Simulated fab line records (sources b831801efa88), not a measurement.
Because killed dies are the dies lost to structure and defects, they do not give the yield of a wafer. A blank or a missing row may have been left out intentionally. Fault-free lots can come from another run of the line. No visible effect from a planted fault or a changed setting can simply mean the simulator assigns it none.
Which of the tools did it? | flow gf180mcu | Sampling: 13 lots, 39 wafers, 6 of 602 route steps

WHAT THE GAUGES READ, wafer by wafer
GF_STI_THK_MEAS_24. Usual: STI_CVD_23_THK typically reads 650 nm, with standard deviation 7.3.
lot  | measured    | on            | STI_CVD_23_THK (nm) | flag
L885 | day 2 07:53 | film-metro-03 | 657 654 659         |
L886 | day 2 14:56 | film-metro-01 | 653 657 656         |
L888 | day 3 01:13 | film-metro-01 | 655 652 673         |
L890 | day 3 10:17 | film-metro-01 | 1228 648 649        | OFF
L892 | day 3 20:37 | film-metro-03 | 642 1225 650        | OFF
L897 | day 4 23:29 | film-metro-03 | 643 646 642         |
L898 | day 5 03:51 | film-metro-01 | 648 649 644         |
L899 | day 5 12:15 | film-metro-02 | 643 645 643         |
L901 | day 6 04:31 | film-metro-03 | 645 649 643         |
L903 | day 6 14:05 | film-metro-02 | 640 642 646         |
L905 | day 7 05:26 | film-metro-01 | 641 646 638         |
L906 | day 7 05:26 | film-metro-03 | 647 644 641         |
L907 | day 7 06:34 | film-metro-03 | 654 658 646         |

GF_M1_THK_MEAS_06: measures by xrf. Usual: M1_ALCU_THK typically reads 446 nm, with standard deviation 5.2.
lot  | measured     | on            | M1_ALCU_THK (nm) | flag
L885 | day 16 06:29 | film-metro-01 | 440 441 440      |
L886 | day 16 18:19 | film-metro-01 | 435 444 439      |
L888 | day 17 15:37 | film-metro-04 | 451 456 448      |
L890 | day 17 21:33 | film-metro-04 | 454 454 453      |
L892 | day 18 15:59 | film-metro-01 | 447 447 453      |
L897 | day 20 15:55 | film-metro-01 | 446 444 443      |
L898 | day 21 05:20 | film-metro-01 | 441 437 435      |
L899 | day 22 01:02 | film-metro-04 | 437 439 439      |
L901 | day 23 06:31 | film-metro-04 | 444 443 441      |
L903 | day 23 23:49 | film-metro-02 | 444 443 446      |
L905 | day 24 17:16 | film-metro-04 | 440 441 448      |
L906 | day 24 14:42 | film-metro-01 | 441 447 440      |
L907 | day 24 16:00 | film-metro-01 | 450 447 445      |

GF_M2_OVL_MEAS_15. Usual: M2_OVL typically reads 1 nm, with standard deviation 5.8.
lot  | measured     | on         | M2_OVL (nm) | flag
L885 | day 19 05:41 | overlay-02 | 3 1 -2      |
L886 | day 19 18:56 | overlay-02 | 4 3 -5      |
L888 | day 20 15:33 | overlay-01 | 1 -4 1      |
L890 | day 20 22:52 | overlay-01 | 6 0 2       |
L892 | day 21 16:41 | overlay-01 | 7 3 4       |
L897 | day 23 16:10 | overlay-01 | 2 3 5       |
L898 | day 24 04:56 | overlay-02 | 7 -1 2      |
L899 | day 24 23:55 | overlay-02 | -5 10 2     |
L901 | day 26 03:41 | overlay-02 | 6 5 7       |
L903 | day 26 19:23 | overlay-02 | 3 1 -1      |
L905 | day 27 11:17 | overlay-01 | -4 -7 -8    |
L906 | day 27 09:05 | overlay-02 | -5 0 2      |
L907 | day 27 10:56 | overlay-02 | -4 9 5      |

WHAT TOOL EACH LOT RAN ON (gives the tool, then ch and the chambers of the sampled wafers, and finally the start)
lot  | GF_STI_CVD_23                   | GF_STI_CMP_25                | GF_V1_CVD_02
L885 | hdpcvd-02 ch 0,1,2, day 2 07:48 | cmp-01 ch 1,2,3, day 2 07:56 | pecvd-03 ch 0,1,2, day 17 05:31
L886 | hdpcvd-01 ch 0,1, day 2 14:52   | cmp-01 ch 0,2,3, day 2 15:02 | pecvd-03 ch 0,1,2, day 17 17:33
L888 | hdpcvd-02 ch 0,1,2, day 3 01:09 | cmp-02 ch 1,2,3, day 3 01:17 | pecvd-03 ch 0,1,2, day 18 15:43
L890 | hdpcvd-02 ch 0,1,2, day 3 10:13 | cmp-01 ch 0,2,3, day 3 10:28 | pecvd-03 ch 0,1,2, day 18 21:30
L892 | hdpcvd-02 ch 0,1,2, day 3 20:32 | cmp-01 ch 0,2, day 3 20:43   | pecvd-02 ch 0,1, day 19 15:10
L897 | hdpcvd-01 ch 0,1, day 4 23:23   | cmp-01 ch 0,1, day 4 23:31   | pecvd-03 ch 1,2, day 21 16:26
L898 | hdpcvd-01 ch 0,1,2, day 5 03:45 | cmp-01 ch 1,2,3, day 5 03:59 | pecvd-04 ch 0,2, day 22 05:56
L899 | hdpcvd-01 ch 0,1,2, day 5 12:10 | cmp-01 ch 1,2, day 5 12:18   | pecvd-02 ch 0,1,2, day 23 00:59
L901 | hdpcvd-01 ch 0,1,2, day 6 04:26 | cmp-01 ch 1,2,3, day 6 04:34 | pecvd-04 ch 0,1,2, day 24 06:07
L903 | hdpcvd-01 ch 0,1,2, day 6 13:59 | cmp-02 ch 0,2,3, day 6 14:11 | pecvd-02 ch 0,2, day 24 22:46
L905 | hdpcvd-01 ch 0,1,2, day 7 05:21 | cmp-02 ch 0,1, day 7 05:32   | pecvd-02 ch 0,1,2, day 25 15:23
L906 | hdpcvd-02 ch 0,1, day 7 05:21   | cmp-01 ch 1,2,3, day 7 05:35 | pecvd-03 ch 0,2, day 25 12:44
L907 | hdpcvd-02 ch 0,1,2, day 7 06:29 | cmp-02 ch 1,2,3, day 7 06:43 | pecvd-03 ch 0,1, day 25 14:23
- GF_STI_CVD_23: deposits SiO2, target thk 650 nm, time 108.3 s.
- GF_STI_CMP_25: polishes, stops on Si3N4, t overpolish 33 s, target thk 524.6 nm.
- GF_V1_CVD_02: deposits SiO2 from TEOS, target thk 850 nm, time 94.851 s.

WHAT THE TOOLS THEMSELVES READ (means of the sampled wafers that have a number; where no wafer has one, the mark that the record gives instead)
GF_STI_CVD_23. Usual: susceptor-temp-C at 600.01 C, with a standard deviation of 0.3.
lot  | tool      | susceptor-temp-C (C) | flag
L885 | hdpcvd-02 | 600.01               |
L886 | hdpcvd-01 | 599.78               |
L888 | hdpcvd-02 | 600.00               |
L890 | hdpcvd-02 | 599.85               |
L892 | hdpcvd-02 | 600.18               |
L897 | hdpcvd-01 | 600.09               |
L898 | hdpcvd-01 | 600.08               |
L899 | hdpcvd-01 | 599.98               |
L901 | hdpcvd-01 | 599.82               |
L903 | hdpcvd-01 | 600.28               |
L905 | hdpcvd-01 | 599.74               |
L906 | hdpcvd-02 | 600.00               |
L907 | hdpcvd-02 | 599.80               |

GF_STI_CMP_25. Usual: motor-current-A 11.6 A, standard deviation 1.7; slurry-filter-dp-kPa 13.50 kPa, standard deviation 0.13; time-to-endpoint-s 123 s, standard deviation 4.3.
lot  | tool   | motor-current-A (A) | slurry-filter-dp-kPa (kPa) | time-to-endpoint-s (s) | flag
L885 | cmp-01 | 11.5                | 13.47                      | 126                    |
L886 | cmp-01 | 10.9                | 13.60                      | 128                    |
L888 | cmp-02 | 12.8                | 13.52                      | 120                    |
L890 | cmp-01 | 10.6                | 13.52                      | 163                    | OFF
L892 | cmp-01 | 12.5                | 13.52                      | 159                    | OFF
L897 | cmp-01 | 9.9                 | 13.57                      | 120                    |
L898 | cmp-01 | 11.7                | 13.44                      | 124                    |
L899 | cmp-01 | 12.1                | 13.48                      | 124                    |
L901 | cmp-01 | 11.6                | 13.42                      | 124                    |
L903 | cmp-02 | 11.9                | 13.53                      | 120                    |
L905 | cmp-02 | 13.1                | 13.47                      | 116                    |
L906 | cmp-01 | 11.2                | 13.50                      | 121                    |
L907 | cmp-02 | 12.4                | 13.48                      | 127                    |

GF_V1_CVD_02. Usual: heater-power-w 719 W, standard deviation 87; susceptor-temp-C 400.00 C, standard deviation 0.19.
lot  | tool     | heater-power-w (W) | susceptor-temp-C (C) | flag
L885 | pecvd-03 | 750                | 399.93               |
L886 | pecvd-03 | 755                | 399.82               |
L888 | pecvd-03 | 707                | 399.79               |
L890 | pecvd-03 | 672                | 399.89               |
L892 | pecvd-02 | 730                | 400.06               |
L897 | pecvd-03 | 675                | 400.03               |
L898 | pecvd-04 | 718                | 400.25               |
L899 | pecvd-02 | 755                | 400.15               |
L901 | pecvd-04 | 711                | 400.13               |
L903 | pecvd-02 | 753                | 399.92               |
L905 | pecvd-02 | 745                | 399.89               |
L906 | pecvd-03 | 742                | 399.90               |
L907 | pecvd-03 | 737                | 400.03               |

THE ANSWER, worked out from the rows above alone
Rule: lot off if the mean of its wafers having a number is beyond 3 standard deviations from the usual mean. Also off: a lot with no number at a reading for which 4 or more lots have one. All remaining lots with rows at the step are treated as sound. The gauges are gone through in route order, then the tools' own readings, and for those a lot's mean is taken as printed above. At the first step where some lot is off, the reading lying furthest off is the one used; lots without a number count as furthest.
Off: L890, L892, at GF_STI_THK_MEAS_24 (STI_CVD_23_THK).
If a tool, at a process step before that reading, ran all the lots that are off and no sound lot after the first of them, it fits. Not tried: the gauges at GF_STI_THK_MEAS_24; whatever is off there is also off at GF_STI_CMP_25, on other tools, and gauge error can't account for it. No candidate that was tried fits.

WHAT HAD BEEN PUT IN BY THE SIMULATOR
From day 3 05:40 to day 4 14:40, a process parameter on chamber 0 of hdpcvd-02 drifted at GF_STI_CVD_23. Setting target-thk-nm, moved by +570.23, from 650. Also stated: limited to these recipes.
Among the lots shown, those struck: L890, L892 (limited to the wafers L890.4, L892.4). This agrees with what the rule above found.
